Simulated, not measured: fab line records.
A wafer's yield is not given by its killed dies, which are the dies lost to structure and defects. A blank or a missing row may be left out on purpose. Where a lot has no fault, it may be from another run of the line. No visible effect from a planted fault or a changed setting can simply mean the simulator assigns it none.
Chamber matching -- flow gf180mcu -- GF_V2_CMP_26 on cmp-02 has 4 sister chambers
The step polishes, stops on SiO2, t overpolish 15 s, target thk 0 nm. 8 wafers are shown with their chamber, then 6 later ones without.

WAFERS PAIRED WITH THEIR CHAMBERS
wafer,chamber,motor-current-A (A),time-to-endpoint-s (s)
L379.5,1,10.3,84.4
L380.1,0,13.2,85.7
L380.2,1,10.0,81.3
L384.2,2,10.8,87.6
L384.5,2,11.6,87.1
L384.6,3,11.1,81.0
L387.3,0,13.2,79.4
L387.5,3,10.6,80.1

WAFERS WITHOUT THEIR CHAMBER
wafer,motor-current-A (A),time-to-endpoint-s (s)
L387.6,12.7,81.8
L397.2,10.7,80.5
L397.4,13.0,81.4
L401.2,9.8,86.8
L401.5,11.2,86.9
L401.6,10.8,83.3

EACH ONE'S CHAMBER
wafer,from the rows above,in truth
L387.6,0,0
L397.2,can't be placed: 3 or 1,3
L397.4,0,0
L401.2,1,1
L401.5,2,2
L401.6,can't be placed: 3 or 1 or 2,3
Placed correctly: 4 of 6. Not placeable from these rows: 2 (in 2, the candidates include the true chamber). Wrongly placed: 0.
How it was worked out, from the rows above alone: a wafer's distance from a chamber is the root of the sum, over the readings, of the square of ((its reading less the chamber's mean) divided by the reading's scatter). The wafer belongs to the nearest chamber; if the next one is less than 2 further off, it can't be placed. For every chamber, the mean is computed from those of its wafers that are shown. The scatter: the root of (the sum of the squares of (reading less its chamber's mean) over the shown wafers, divided by (wafers less chambers)).
